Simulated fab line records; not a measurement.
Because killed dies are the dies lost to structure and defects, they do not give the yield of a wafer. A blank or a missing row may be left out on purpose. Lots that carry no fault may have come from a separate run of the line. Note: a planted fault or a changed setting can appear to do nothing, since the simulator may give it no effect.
Struck lot and sound lot, side by side | flow sfq-line | 14 out of 325 route steps
Sound: the wafers L804.3, L804.4, L804.6. Struck: wafers L806.3, L806.6 (left out: L806.4, a lot-mate that was not struck); the cause follows at the end.
Order at every step that has rows: each side's tool, ch and its chambers, its first start. Under that, the readings that differ: sound wafers | struck wafers | difference of the means | sigmas: that difference in standard deviations of wafers without a fault.
alike: readings whose means differ by less than 2 such deviations, and words and numbers that are the same on both sides. not compared: withheld readings, readings that some wafer has no value for, bounds like >300 that may hide the same value, and numbers for which the record gives no deviation and whose values overlap.
The two part at a step that has a row with sigmas, a row that says differs or no value, or rows on one side only. When numbers do not overlap yet have no deviation, they are printed without sigmas and do not part them. A reading missing from all wafers of one side parts the sides only when that side holds two or more wafers.

first, 2 steps without rows for these wafers: SFQ_TRILAYER_I0_VIA_STRIP_SOLV_CLEAN_036 (cleans in NMP, time 600 s); SFQ_TRILAYER_M1_DEP_PRE_CLEAN_038 (time 22.5 s).
SFQ_TRILAYER_M1_DEP_SPUTTER_037: material Nb, target thk 200 nm, time 133.3 s.
  sound: pvd-sputter-05 at day 13 17:47; struck: pvd-sputter-05 at day 14 00:59
  alike: cathode-dc-power-W, throttle-valve-pct
SFQ_M1_RS_MEAS_909: the measuring method here is four-point-probe.
  sound: film-metro-01 at day 13 17:55; struck: film-metro-01 at day 14 01:07
  alike: M1_NB_RS
then, 6 steps without rows for these wafers: SFQ_TRILAYER_M1_LITHO_COAT_044 (resist thk 62 nm); SFQ_TRILAYER_M1_LITHO_COAT_039 (resist thk 600 nm); SFQ_TRILAYER_M1_LITHO_SOFTBAKE_043; SFQ_TRILAYER_M1_LITHO_EXPOSE_040 (exposes mask M1, target cd 500 nm); SFQ_TRILAYER_M1_LITHO_PEB_042 (peb time 60 s); SFQ_TRILAYER_M1_LITHO_DEVELOP_041 (time 60 s).
-- the record jumps here: 5 days lie between the struck wafers' starts before and after --
SFQ_M1_OVL_MEAS_911:
  sound: overlay-01 at day 18 20:27; struck: overlay-01 at day 19 06:03
  alike: M1_OVL
SFQ_TRILAYER_M1_BARC_OPEN_METAL_ETCH_054: etches BARC in O2, target depth 125 nm, time 41.7 s.
  sound on rie-metal-01 ch 0,1, day 18 20:29; struck on rie-metal-01 ch 1, day 19 06:05
  reading                                             | sound             | struck      | difference | sigmas
  oes-product-au (a.u.)                               | 0.691 0.677 0.685 | 0.838 0.835 | +0.152     | +32
  run-length-s (s)                                    | 70.5 70.3 70.4    | 61.0 61.3   | -9.3       | -13
  model.KrF_of_TRILAYER_M1_LITHO_COAT_039.thk-nm (nm) | 524.1 523.2 522.9 | 537.3 537.6 | +14.1      |
  alike: drypump-motor-current-A
  not compared: rf-hours-counter-h
SFQ_TRILAYER_M1_ETCH_METAL_ETCH_042: etches Nb in Cl2/Ar, stops on SiO2, target depth 240 nm, time 120 s.
  sound on rie-metal-01 ch 0,1, day 18 20:34; struck on rie-metal-01 ch 1, day 19 06:10
  reading                                             | sound             | struck      | difference | sigmas
  model.KrF_of_TRILAYER_M1_LITHO_COAT_039.thk-nm (nm) | 384.2 383.5 382.6 | 396.5 398.2 | +13.9      |
  alike: drypump-motor-current-A, oes-product-au, run-length-s
  not compared: rf-hours-counter-h
SFQ_TRILAYER_M1_STRIP_STRIP_043: strips in O2.
  sound on rie-metal-01 ch 0,1, day 18 20:52; struck on rie-metal-01 ch 1, day 19 06:28
  alike: drypump-motor-current-A, oes-product-au
  not compared: rf-hours-counter-h

== WHERE THEY PART ==
SFQ_TRILAYER_M1_BARC_OPEN_METAL_ETCH_054 only, going by this record. Later steps at which nothing parts them and some readings are alike: SFQ_TRILAYER_M1_ETCH_METAL_ETCH_042, SFQ_TRILAYER_M1_STRIP_STRIP_043.

WHY: what had been put in by the simulator
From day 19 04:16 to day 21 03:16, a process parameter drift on rie-metal-01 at SFQ_TRILAYER_M1_BARC_OPEN_METAL_ETCH_054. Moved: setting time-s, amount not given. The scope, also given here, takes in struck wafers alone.
